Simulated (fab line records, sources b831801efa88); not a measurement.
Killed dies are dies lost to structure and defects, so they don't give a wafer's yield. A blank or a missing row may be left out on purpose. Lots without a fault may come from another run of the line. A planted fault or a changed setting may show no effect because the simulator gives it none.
fab line records | flow sky130
record lots=6 wafers=18 last_day=50
route steps=708 shown VT_ADJUST_HVTP@85 VT_ADJUST_LVTN@97 PAD_OPEN@708
lots that met no fault: from a run of the same line without faults
start_h: hours from the record's first day to the start of the lot's first wafer shown | wait_h: hours since the lot's step before | " the same as in the row above | L1.1+2: a row that stands for several wafers | - no value, or no start given | * or withheld: withheld | < > ~ a bound
route shown NAME@n: a module of which the file shows steps, and the number in the route of the first | usual: mean/standard deviation of fault-free wafers | same: alike in all rows | chamber/n: place in a boat | sites: the reading at each site | _std_site: their standard deviation | _edge_site: outer sites' mean less inner sites' | radius_mm: how far each site lies from the wafer's centre | mask NAME#n: copy n | behind: the tool/chamber that last shaped the wafer | hold: why the lot was held/for how many hours/how that ended | device: the transistor (n, p or np) that didn't switch | end of line: the same wafers' tests at the end of the route | a step without rows: its recipe alone | killed: dies lost to structure and defects at the first sort, not the wafer's yield | map: a wafer's dies, x killed, . not, _ none there
set.NAME: the setting as run; set.NAME@STEP: as run at that earlier step | model.NAME: the simulator's own value behind a step, which no gauge read
lots at some steps of the route; a table a step, a row a wafer
services: from which hour (start_h, from the record's first day; less than 0 if before it) a tool's chamber was out of use, for how many hours, and why
## steps
# step SKY_VT_ADJUST_HVTP_DEHYDRATE_00
# recipe temp_c=200 time_s=60
# step SKY_VT_ADJUST_HVTP_HMDS_01
# recipe prime_time_s=60 prime_temp_c=120
# step SKY_VT_ADJUST_HVTP_COAT_02
# recipe resist=NOVOLAK spin_rpm=3000 resist_thk_nm=1140
# step SKY_VT_ADJUST_HVTP_SOFTBAKE_03
# recipe temp_c=90 time_s=60 resist=NOVOLAK
# step SKY_VT_ADJUST_HVTP_EXPOSE_04
# recipe mask_id=HVTPM na=0.6 source_shape=conventional sigma_outer=0.6 polarization=unpolarized target_cd_nm=380 dose_mj=140
# step SKY_VT_ADJUST_HVTP_PEB_05
# recipe temp_c=withheld time_s=* resist=NOVOLAK
# step SKY_VT_ADJUST_HVTP_DEVELOP_06
# recipe resist=NOVOLAK developer=TMAH develop_time_s=60 dev_temp_c=23
# step SKY_VT_ADJUST_HVTP_CD_MEAS_07
# recipe target_cd_nm=380
# usual cd_nm=379.6/2.5
# columns lot.wafer tool chamber start_h wait_h cd_nm
L535.1 cd_sem-02 - 148.90 0.1 377.9
L535.3 " - " " 379.3
L535.6 " - " " 379.7
L536.1 cd_sem-02 - 156.40 0.1 381.4
L536.5 " - " " 382.0
L536.6 " - " " 382.9
L543.1 cd_sem-01 - 192.26 0.1 385.4
L543.4 " - " " 382.5
L543.5 " - " " 382.0
L551.1 cd_sem-02 - 242.46 0.1 380.8
L551.3 " - " " 379.0
L551.5 " - " " 377.9
L553.1 cd_sem-02 - 253.23 0.2 378.7
L553.3 " - " " 378.8
L553.4 " - " " 379.7
L555.2 cd_sem-01 - 269.48 0.1 378.8
L555.3 " - " " 376.9
L555.4 " - " " 379.5
# step SKY_VT_ADJUST_HVTP_OVL_MEAS_08
# usual VT_ADJUST_HVTP_OVL=0.5/1.4
# columns lot.wafer tool chamber start_h wait_h VT_ADJUST_HVTP_OVL[nm]
L535.1 overlay-01 - 149.02 0.1 -1.0
L535.3 " - " " -0.3
L535.6 " - " " -1.1
L536.1 overlay-01 - 156.52 0.1 2.2
L536.5 " - " " 0.8
L536.6 " - " " 0.2
L543.1 overlay-01 - 192.38 0.1 -1.1
L543.4 " - " " 3.0
L543.5 " - " " 1.1
L551.1 overlay-01 - 242.58 0.1 0.1
L551.3 " - " " 0.7
L551.5 " - " " -1.1
L553.1 overlay-01 - 253.35 0.1 -1.7
L553.3 " - " " -1.4
L553.4 " - " " -0.5
L555.2 overlay-01 - 269.59 0.1 2.8
L555.3 " - " " 0.5
L555.4 " - " " 2.0
# step SKY_VT_ADJUST_HVTP_IMPLANT_09
# recipe species=As energy_kev=150 dose_cm2=4.3e+12 tilt_deg=withheld
# step SKY_VT_ADJUST_HVTP_STRIP_10
# recipe chemistry=O2/N2 power_w=1400 pressure_mtorr=1500 platen_temp_c=withheld o2_flow_sccm=3000 n2_flow_sccm=300 overash_fraction=0.5
# usual drypump_motor_current_A=5.4/0.35 o2_flow_sccm=3001/8.4 oes_product_au=0.715/0.0048 strip_time_to_endpoint_s=14.20/0.051
# columns lot.wafer tool chamber start_h wait_h drypump_motor_current_A o2_flow_sccm oes_product_au rf_hours_counter_h strip_time_to_endpoint_s
L535.1 plasma_asher-01 0 149.21 0.1 5.4 3000 0.716 34 14.20
L535.3 " 0 " " 5.4 3005 0.718 - 14.20
L535.6 " 0 " " 5.4 2998 0.718 - 14.20
L536.1 plasma_asher-04 0 156.71 0.1 5.1 2993 0.721 48 14.17
L536.5 " 0 " " 5.1 3005 0.713 - 14.16
L536.6 " 1 " " 5.4 2992 0.722 - 14.16
L543.1 plasma_asher-04 0 192.57 0.1 5.1 3002 0.718 51 14.22
L543.4 " 1 " " 5.4 3014 0.718 - 14.20
L543.5 " 0 " " 5.1 3016 0.720 - 14.21
L551.1 plasma_asher-01 0 242.77 0.1 5.5 3008 0.719 43 14.24
L551.3 " 1 " " 4.9 2992 0.715 - 14.23
L551.5 " 1 " " 4.9 3004 0.710 - 14.25
L553.1 plasma_asher-02 1 253.54 0.1 5.3 3000 0.720 55 14.15
L553.3 " 0 " " 6.0 3013 0.716 - 14.21
L553.4 " 1 " " 5.3 2995 0.718 - 14.14
L555.2 plasma_asher-01 0 269.77 0.1 5.5 2992 0.719 46 14.14
L555.3 " 0 " " 5.5 2993 0.716 - 14.10
L555.4 " 1 " " 4.9 3006 0.723 - 14.15
# step SKY_VT_ADJUST_HVTP_TW_MEAS_11
# usual VT_ADJUST_HVTP_TW=1363/6.1
# columns lot.wafer tool chamber start_h wait_h VT_ADJUST_HVTP_TW
L535.1 film_metro-04 - 149.31 0.1 1366
L535.3 " - " " 1376
L535.6 " - " " 1366
L536.1 film_metro-04 - 156.81 0.1 1365
L536.5 " - " " 1369
L536.6 " - " " 1354
L543.1 film_metro-01 - 192.67 0.1 1355
L543.4 " - " " 1368
L543.5 " - " " 1362
L551.1 film_metro-04 - 242.87 0.1 1375
L551.3 " - " " 1372
L551.5 " - " " 1366
L553.1 film_metro-01 - 253.64 0.1 1371
L553.3 " - " " 1360
L553.4 " - " " 1370
L555.2 film_metro-01 - 269.88 0.1 1356
L555.3 " - " " 1357
L555.4 " - " " 1363
# step SKY_VT_ADJUST_LVTN_DEHYDRATE_00
# recipe temp_c=200 time_s=60
# usual heater_power_total_W=160.39/0.12 plate_temp_C=200.02/0.18 resist_line_temp_C=23.00/0.092
# columns lot.wafer tool chamber start_h wait_h heater_power_total_W plate_temp_C resist_line_temp_C
L535.1 litho_track-01 0 158.08 8.8 160.26 199.98 23.09
L535.3 " 0 " " 160.28 199.85 22.91
L535.6 " 0 " " 160.36 200.10 22.94
L536.1 litho_track-01 0 165.43 8.6 157.68 197.62 22.91
L536.5 " 0 " " 157.80 197.43 22.81
L536.6 " 0 " " 157.73 197.24 22.90
L543.1 litho_track-01 0 202.83 10.2 157.75 197.13 23.04
L543.4 " 0 " " 157.77 197.30 23.11
L543.5 " 0 " " 157.84 197.30 23.07
L551.1 litho_track-03 0 253.65 10.8 160.20 200.01 23.07
L551.3 " 0 " " 160.22 200.08 23.15
L551.5 " 0 " " 160.53 200.05 23.04
L553.1 litho_track-01 0 265.43 11.8 160.42 199.87 22.90
L553.3 " 0 " " 160.48 200.06 23.14
L553.4 " 0 " " 160.43 200.18 22.93
L555.2 litho_track-01 0 281.71 11.8 160.14 200.30 23.06
L555.3 " 0 " " 160.52 200.21 22.97
L555.4 " 0 " " 160.48 200.40 22.96
# step SKY_VT_ADJUST_LVTN_HMDS_01
# recipe prime_time_s=60 prime_temp_c=120
# step SKY_PAD_OPEN_PROBE_99
# usual killed_at_M0_to_M3=43/6.9 killed_at_M4_up=3.1/1.8 killed_at_contacts=24/5.1 killed_at_front_end=15/4.8 killed_at_other=0.3/0.48 killed_dies=86/8.9 killed_open=47/6.8 killed_short=39/6.3
# same gross_dies=492 killed_at_back_side=0
# columns lot.wafer tool chamber start_h wait_h killed_at_M0_to_M3 killed_at_M4_up killed_at_contacts killed_at_front_end killed_at_other killed_dies killed_open killed_short
L535.1 prober-01 - 1103.09 0.1 38 1 23 20 0 82 53 29
L535.3 prober-01 - 1103.19 0.2 39 4 21 11 0 75 36 39
L535.6 prober-01 - 1103.34 0.2 37 4 17 21 0 79 44 35
L536.1 prober-01 - 1114.70 0.1 43 1 26 16 1 87 53 33
L536.5 prober-01 - 1114.90 0.2 51 0 18 17 1 87 53 33
L536.6 prober-01 - 1114.95 0.2 51 3 14 14 0 82 40 42
L543.1 prober-01 - 1144.58 0.1 43 1 27 24 1 96 47 49
L543.4 prober-01 - 1144.73 0.2 35 6 20 12 0 73 36 37
L543.5 prober-01 - 1144.78 0.2 40 3 22 18 0 83 33 50
L551.1 prober-01 - 1182.12 0.1 31 1 24 11 1 68 39 29
L551.3 prober-01 - 1182.22 0.2 42 3 29 15 0 89 51 38
L551.5 prober-01 - 1182.32 0.2 49 1 24 18 0 92 54 37
L553.1 prober-01 - 1189.33 0.1 42 3 24 14 0 83 39 44
L553.3 prober-01 - 1189.43 0.2 43 4 24 17 0 88 50 38
L553.4 prober-01 - 1189.48 0.2 37 4 22 14 0 77 43 34
L555.2 prober-01 - 1197.95 0.1 49 1 26 18 0 94 44 50
L555.3 prober-01 - 1198.00 0.2 50 3 18 18 0 89 47 42
L555.4 prober-01 - 1198.05 0.2 35 5 25 17 0 82 42 39
# killed by level:class
L535.1 CONTACT:geometric_particle:open=12 VIA1:geometric_particle:open=12 POLY_GATE:geometric_particle:short=7 VIA3:geometric_particle:open=7 POLY_GATE:geometric_particle:open=4 LI_CONTACT:geometric_particle:open=4 METAL1:geometric_particle:short=4 FIELD_ISO:geometric_particle:open=3
L535.3 VIA1:geometric_particle:open=9 LOCAL_INTERCONNECT:geometric_particle:short=7 LI_CONTACT:geometric_particle:open=7 METAL2:geometric_particle:short=7 METAL3:geometric_particle:short=6 CONTACT:geometric_particle:open=5 METAL1:geometric_particle:short=4 FIELD_ISO:geometric_particle:open=3
L535.6 LI_CONTACT:geometric_particle:open=9 VIA1:geometric_particle:open=6 METAL2:geometric_particle:short=6 VIA3:geometric_particle:open=6 METAL3:geometric_particle:short=5 VIA2:geometric_particle:open=5 FIELD_ISO:geometric_particle:short=4 METAL4:geometric_particle:short=4
L536.1 CONTACT:geometric_particle:open=13 METAL2:geometric_particle:short=11 VIA1:geometric_particle:open=9 LI_CONTACT:geometric_particle:open=6 VIA2:geometric_particle:open=6 VIA3:geometric_particle:open=6 POLY_GATE:geometric_particle:short=4 POLY_GATE:geometric_particle:open=4
L536.5 VIA1:geometric_particle:open=10 METAL1:geometric_particle:short=8 VIA3:geometric_particle:open=8 LI_CONTACT:geometric_particle:open=7 VIA2:geometric_particle:open=7 CONTACT:geometric_particle:open=6 FIELD_ISO:geometric_particle:short=5 METAL2:geometric_particle:short=5
L536.6 VIA1:geometric_particle:open=7 CONTACT:geometric_particle:open=7 METAL1:geometric_particle:short=7 VIA1:geometric_particle:short=6 METAL2:geometric_particle:short=6 VIA2:geometric_particle:open=5 VIA3:geometric_particle:open=5 POLY_GATE:geometric_particle:short=4
L543.1 VIA1:geometric_particle:open=11 CONTACT:geometric_particle:open=8 LOCAL_INTERCONNECT:geometric_particle:short=6 VIA3:geometric_particle:open=6 POLY_GATE:geometric_particle:short=5 SPACER:geometric_particle:short=5 LI_CONTACT:geometric_particle:short=5 METAL2:geometric_particle:short=5
L543.4 CONTACT:geometric_particle:open=9 VIA1:geometric_particle:open=6 VIA2:geometric_particle:open=6 CONTACT:geometric_particle:short=5 METAL3:geometric_particle:short=5 METAL4:geometric_particle:short=5 VIA3:geometric_particle:open=4 METAL1:geometric_particle:short=4
L543.5 POLY_GATE:geometric_particle:short=8 METAL1:geometric_particle:short=7 VIA1:geometric_particle:open=7 VIA3:geometric_particle:open=7 LOCAL_INTERCONNECT:geometric_particle:short=6 CONTACT:geometric_particle:short=6 VIA3:geometric_particle:short=6 CONTACT:geometric_particle:open=5
L551.1 LI_CONTACT:geometric_particle:open=8 CONTACT:geometric_particle:open=8 VIA2:geometric_particle:short=5 VIA1:geometric_particle:open=5 FIELD_ISO:geometric_particle:open=4 CONTACT:geometric_particle:short=4 METAL1:geometric_particle:short=4 FIELD_ISO:geometric_particle:short=3
L551.3 CONTACT:geometric_particle:open=11 LI_CONTACT:geometric_particle:open=10 VIA3:geometric_particle:open=9 CONTACT:geometric_particle:short=6 METAL2:geometric_particle:short=6 FIELD_ISO:geometric_particle:open=5 VIA1:geometric_particle:open=4 VIA2:geometric_particle:open=4
L551.5 CONTACT:geometric_particle:open=11 VIA1:geometric_particle:open=10 METAL1:geometric_particle:short=8 VIA3:geometric_particle:open=7 LOCAL_INTERCONNECT:geometric_particle:short=6 FIELD_ISO:geometric_particle:open=5 VIA1:geometric_particle:short=5 VIA2:geometric_particle:open=5
L553.1 FIELD_ISO:geometric_particle:short=7 LI_CONTACT:geometric_particle:open=7 VIA3:geometric_particle:open=7 CONTACT:geometric_particle:open=7 VIA1:geometric_particle:open=6 VIA2:geometric_particle:short=6 METAL1:geometric_particle:short=5 FIELD_ISO:geometric_particle:open=4
L553.3 VIA1:geometric_particle:open=12 CONTACT:geometric_particle:open=9 METAL2:geometric_particle:short=7 VIA2:geometric_particle:open=6 FIELD_ISO:geometric_particle:open=5 VIA1:geometric_particle:short=5 LOCAL_INTERCONNECT:geometric_particle:short=4 CONTACT:geometric_particle:short=4
L553.4 CONTACT:geometric_particle:open=9 VIA1:geometric_particle:open=9 LI_CONTACT:geometric_particle:open=6 METAL1:geometric_particle:short=6 VIA1:geometric_particle:short=6 FIELD_ISO:geometric_particle:open=5 METAL2:geometric_particle:short=4 POLY_GATE:geometric_particle:open=3
L555.2 METAL2:geometric_particle:short=11 VIA1:geometric_particle:open=8 LOCAL_INTERCONNECT:geometric_particle:short=7 METAL1:geometric_particle:short=6 CONTACT:geometric_particle:open=6 CONTACT:geometric_particle:short=5 VIA2:geometric_particle:open=5 VIA3:geometric_particle:open=5
L555.3 VIA1:geometric_particle:open=10 CONTACT:geometric_particle:open=8 METAL2:geometric_particle:short=8 METAL1:geometric_particle:short=7 METAL3:geometric_particle:short=6 FIELD_ISO:geometric_particle:open=5 VIA3:geometric_particle:open=5 VIA2:geometric_particle:open=5
L555.4 VIA1:geometric_particle:open=9 LI_CONTACT:geometric_particle:open=8 METAL2:geometric_particle:short=7 FIELD_ISO:geometric_particle:short=6 POLY_GATE:geometric_particle:short=6 CONTACT:geometric_particle:open=6 VIA2:geometric_particle:open=6 VIA3:geometric_particle:open=5
## services
# columns tool chamber start_h hours kind
plasma_asher-02 - 131.99 4.3 repair
litho_track-03 - 176.49 - consumable_replace:filter
plasma_asher-04 - 178.44 7.0 repair
plasma_asher-04 - 206.04 1.6 repair
## key
first_sign step=SKY_VT_ADJUST_LVTN_DEHYDRATE_00 reading=heater_power_total_W direction=down sigmas=21 usual=* struck=*
effect step=SKY_VT_ADJUST_LVTN_DEHYDRATE_00 reading=plate_temp_C direction=down sigmas=15 usual=* struck=*
met_at SKY_VT_ADJUST_LVTN_DEHYDRATE_00
struck_wafers L536.1,L536.5,L536.6,L543.1,L543.4,L543.5
tester_left_out L536,L543
onset_between 158.08 165.43
fault kind=process_parameter_drift tool=litho_track-01 chamber=- onset_h=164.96 steps=SKY_VT_ADJUST_LVTN_DEHYDRATE_00 channel=temp_c offset=* shape=step end_h=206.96 acts_in=* stated=*
# tester_left_out: of these lots the tester's yield and bins aren't shown, on N5 and GAA mostly nor the transistor test; their killed dies are dies lost to structure and defects alone, not to doping, threshold or leakage, so they don't give the yield
